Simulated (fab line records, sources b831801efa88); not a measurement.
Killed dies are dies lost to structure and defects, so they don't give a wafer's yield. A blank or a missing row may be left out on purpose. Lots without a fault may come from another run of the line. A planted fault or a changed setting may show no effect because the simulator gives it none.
Which tool did it? | flow gf180mcu | 13 lots, 39 wafers sampled, at 4 steps of a route of 602

WHAT THE GAUGES READ, wafer by wafer
GF_VT_IMPLANT_OVL_MEAS_07. Usual: VT_IMPLANT_OVL -0.5 nm, standard deviation 1.5.
lot  | measured     | on         | VT_IMPLANT_OVL (nm) | flag
L414 | day 5 14:43  | overlay-02 | 1.7 1.2 0.6         |
L415 | day 5 19:22  | overlay-01 | 1.7 -0.1 0.1        |
L416 | day 6 02:18  | overlay-01 | 1.6 1.6 0.5         |
L418 | day 6 14:56  | overlay-01 | -1.0 -1.1 -0.6      |
L419 | day 6 21:16  | overlay-02 | 1.3 0.1 0.8         |
L420 | day 7 01:16  | overlay-01 | 0.6 1.8 -0.7        |
L421 | day 7 07:33  | overlay-02 | -0.3 0.1 -0.5       |
L429 | day 9 12:51  | overlay-01 | -1.9 -1.5 -1.8      |
L431 | day 10 00:00 | overlay-01 | -4.7 -3.3 -3.6      |
L432 | day 10 08:23 | overlay-01 | -0.5 1.2 1.0        |
L433 | day 10 13:22 | overlay-01 | -1.0 -1.1 -0.7      |
L436 | day 11 07:13 | overlay-01 | -1.5 -0.7 -0.6      |
L437 | day 11 12:12 | overlay-01 | 0.0 1.1 -0.2        |

GF_NSD_CD_MEAS_07: target cd 400 nm. Usual: cd_nm 399.7 nm, standard deviation 2.4.
lot  | measured     | on        | cd_nm (nm)        | flag
L414 | day 13 05:07 | cd_sem-01 | 398.8 400.8 401.1 |
L415 | day 13 12:19 | cd_sem-01 | 397.7 398.6 398.2 |
L416 | day 13 19:08 | cd_sem-02 | 401.3 402.1 403.4 |
L418 | day 14 15:11 | cd_sem-02 | 398.8 399.6 399.2 |
L419 | day 14 21:31 | cd_sem-01 | 401.7 403.4 403.1 |
L420 | day 15 08:46 | cd_sem-01 | 399.8 398.9 399.6 |
L421 | day 15 17:30 | cd_sem-02 | 397.6 399.2 399.9 |
L429 | day 18 11:55 | cd_sem-01 | 400.6 400.7 400.9 |
L431 | day 19 08:24 | cd_sem-01 | 399.7 401.4 400.0 |
L432 | day 19 16:10 | cd_sem-02 | 400.7 401.7 401.2 |
L433 | day 19 20:47 | cd_sem-02 | 400.4 397.8 399.6 |
L436 | day 20 21:25 | cd_sem-02 | 397.6 397.4 398.5 |
L437 | day 21 04:10 | cd_sem-01 | 400.1 399.1 397.1 |

GF_PSD_OVL_MEAS_08. Usual: PSD_OVL -0.1 nm, standard deviation 1.6.
lot  | measured     | on         | PSD_OVL (nm)   | flag
L414 | day 14 02:23 | overlay-01 | -1.4 0.1 -2.1  |
L415 | day 14 09:23 | overlay-02 | -1.1 -1.0 -1.2 |
L416 | day 14 16:01 | overlay-02 | 1.5 1.7 3.4    |
L418 | day 15 12:59 | overlay-02 | -4.0 -3.1 -1.9 |
L419 | day 15 19:47 | overlay-02 | 0.0 0.9 -0.1   |
L420 | day 16 06:50 | overlay-01 | 0.2 -0.5 -1.3  |
L421 | day 16 16:10 | overlay-01 | -2.7 -0.7 -2.0 |
L429 | day 19 11:01 | overlay-01 | -0.3 -1.8 -1.9 |
L431 | day 20 08:07 | overlay-02 | -0.4 0.5 0.9   |
L432 | day 20 15:42 | overlay-01 | -0.7 -1.5 -0.2 |
L433 | day 20 20:28 | overlay-01 | -2.5 -1.8 -0.4 |
L436 | day 21 20:52 | overlay-02 | 1.1 1.4 2.2    |
L437 | day 22 04:31 | overlay-01 | -0.5 -1.3 -0.6 |

WHICH TOOL RAN EACH LOT (tool, then ch and the chambers of the sampled wafers, then the start)
lot  | GF_MVPSD_EXPOSE_04
L414 | iline_stepper-01 ch 0, day 4 18:02
L415 | iline_stepper-02 ch 0, day 4 22:36
L416 | iline_stepper-01 ch 0, day 5 05:11
L418 | iline_stepper-02 ch 0, day 5 16:29
L419 | iline_stepper-01 ch 0, day 5 22:29
L420 | iline_stepper-01 ch 0, day 6 03:00
L421 | iline_stepper-02 ch 0, day 6 08:47
L429 | iline_stepper-01 ch 0, day 8 11:36
L431 | iline_stepper-01 ch 0, day 8 22:31
L432 | iline_stepper-02 ch 0, day 9 05:44
L433 | iline_stepper-01 ch 0, day 9 10:51
L436 | iline_stepper-01 ch 0, day 10 03:51
L437 | iline_stepper-02 ch 0, day 10 09:20
- GF_MVPSD_EXPOSE_04: exposes mask MVPSD, target cd 1000 nm.

WHAT THE TOOLS THEMSELVES READ (means of the sampled wafers that have a number; where no wafer has one, the mark that the record gives instead)
The record holds no such reading with a usual standard deviation.

THE ANSWER, worked out from the rows above alone
Rule: a lot is off if the mean of its wafers that have a number lies more than 3 standard deviations from the usual mean. A lot without any number at a reading at which 4 lots or more have one is off too. The other lots that the step has rows for count as sound. The gauges are gone through in route order, then the tools' own readings, and for those a lot's mean is taken as printed above. The first step at which some lot is off is used, and at that step the reading that is off furthest; a lot without a number counts as furthest.
No lot is off at any reading shown: from this, nothing can be told.

WHAT THE SIMULATOR HAD PUT IN
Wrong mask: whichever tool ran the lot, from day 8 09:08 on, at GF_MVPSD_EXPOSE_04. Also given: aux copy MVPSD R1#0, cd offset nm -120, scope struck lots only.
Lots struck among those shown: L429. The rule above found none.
